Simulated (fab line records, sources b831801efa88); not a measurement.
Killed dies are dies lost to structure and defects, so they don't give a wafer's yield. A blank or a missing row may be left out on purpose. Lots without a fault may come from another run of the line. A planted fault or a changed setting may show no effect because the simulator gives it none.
One fault seen from 2 desks | flow sky130 | each desk has only its own numbers; what lay behind them comes last

THE TOOL OWNER'S DESK: pvd_sputter-01
The tool's own readings at SKY_METAL1_SPUTTER_01 (material TiN, target thk 20 nm, time 16.7 s): means of the sampled wafers that have a number, for each lot that ran on this tool. A lot is out of limits, marked OUT, if its mean lies more than 4 standard deviations from the usual mean; the brackets give that distance.
Columns: A = throttle_valve_pct at SKY_METAL1_SPUTTER_01, usual 30.4 %
lot  | first seen here | A
L766 | day 31 18:23    | 30.0
L768 | day 32 10:33    | 30.2
L770 | day 33 08:20    | 30.0
L775 | day 35 00:13    | 30.6
L783 | day 37 07:32    | 30.1
L785 | day 38 03:31    | 30.0
This desk's finding: nothing out of limits on any of the 6 lots.

THE METROLOGY DESK
What the gauges read, lot by lot, whatever tool the lot ran on: means of the sampled wafers that have a number. A lot is out of limits, marked OUT, if its mean lies more than 4 standard deviations from the usual mean; the brackets give that distance.
Columns: A = METAL5_ALCU_THK at SKY_METAL5_THK_MEAS_06, usual 1142 nm
lot  | first seen here | A
L765 | day 42 18:28    | 1140
L766 | day 42 22:01    | 1133
L768 | day 43 13:03    | 1137
L770 | day 44 06:32    | 1127
L772 | day 44 20:50    | 1160
L773 | day 45 07:25    | 1129
L775 | day 45 16:14    | 1134
L776 | day 45 17:56    | 1149
L777 | day 46 06:17    | 1137
L780 | day 46 22:09    | 1150
L783 | day 47 11:47    | 1149
L785 | day 48 04:11    | 1167
This desk's finding: nothing out of limits on any of the 12 lots.

PUT TOGETHER
The tool owner's desk saw nothing out of limits.
The metrology desk saw nothing out of limits.

WHAT THE SIMULATOR HAD PUT IN
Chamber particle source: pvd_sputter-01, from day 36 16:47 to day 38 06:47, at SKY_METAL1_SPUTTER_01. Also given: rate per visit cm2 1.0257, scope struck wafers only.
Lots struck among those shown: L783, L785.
